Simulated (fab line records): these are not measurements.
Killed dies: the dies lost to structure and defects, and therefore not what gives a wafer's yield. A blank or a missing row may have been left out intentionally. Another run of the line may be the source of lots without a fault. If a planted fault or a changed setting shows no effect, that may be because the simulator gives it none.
2 desks, one fault / flow sky130 / only its own numbers are on each desk; what lay behind them is given at the end

== FOR THE TOOL OWNER'S DESK: litho_track-03 ==
The tool's own readings at SKY_VT_ADJUST_HVTP_DEVELOP_06 (develop time 60 s): means of the sampled wafers that have a number, for each lot that ran on this tool. The brackets show how far a lot's mean lies from the usual mean; more than 4 standard deviations puts the lot out of limits, marked OUT.
Columns: A = developer_temp_C at SKY_VT_ADJUST_HVTP_DEVELOP_06, usual 23.02 C
lot=L618; first seen here=day 7 03:39; A=23.04
lot=L622; first seen here=day 8 01:50; A=23.04
lot=L627; first seen here=day 9 13:41; A=22.96
lot=L631; first seen here=day 10 14:53; A=22.10 (-9.2) OUT
lot=L632; first seen here=day 11 01:14; A=22.03 (-9.9) OUT
Finding of this desk: L631, L632 out of limits; the first was L631 at day 10 14:53, on developer_temp_C at SKY_VT_ADJUST_HVTP_DEVELOP_06. L618, L622, L627 stayed within limits.

== AT THE METROLOGY DESK ==
What the gauges read, lot by lot, whatever tool the lot ran on: means of the sampled wafers that have a number. The brackets show how far a lot's mean lies from the usual mean; more than 4 standard deviations puts the lot out of limits, marked OUT.
Columns: A = NWELL_00_OVL at SKY_NWELL_OVL_MEAS_10, usual -0.4 nm
lot=L615; first seen here=day 4 17:40; A=-2.2
lot=L618; first seen here=day 5 13:12; A=-0.8
lot=L619; first seen here=day 5 15:31; A=2.6
lot=L621; first seen here=day 6 04:13; A=1.5
lot=L622; first seen here=day 6 09:48; A=-2.0
lot=L624; first seen here=day 6 23:43; A=0.0
lot=L625; first seen here=day 7 04:31; A=-0.5
lot=L626; first seen here=day 7 13:04; A=0.1
lot=L627; first seen here=day 7 19:25; A=0.3
lot=L631; first seen here=day 8 17:37; A=-1.7
lot=L632; first seen here=day 9 02:45; A=-0.0
lot=L636; first seen here=day 9 23:19; A=-0.2
lot=L637; first seen here=day 10 07:04; A=0.8
This desk's verdict: no lot among the 13 shows anything out of limits.

== BROUGHT TOGETHER ==
An alarm could have come from the tool owner's desk at day 10 14:53, on L631, L632.
At the metrology desk, nothing out of limits was observed.
The metrology desk has L631, L632 on record, within its limits.
On litho_track-03, each named lot ran SKY_VT_ADJUST_HVTP_DEVELOP_06.

== WHAT WAS PUT IN BY THE SIMULATOR ==
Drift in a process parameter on litho_track-03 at SKY_VT_ADJUST_HVTP_DEVELOP_06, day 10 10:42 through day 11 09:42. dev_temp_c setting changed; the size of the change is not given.
Shown lots that were struck: L631, L632.
Each desk's first reading out of limits, in hours after the fault started: the tool owner's desk, 4.
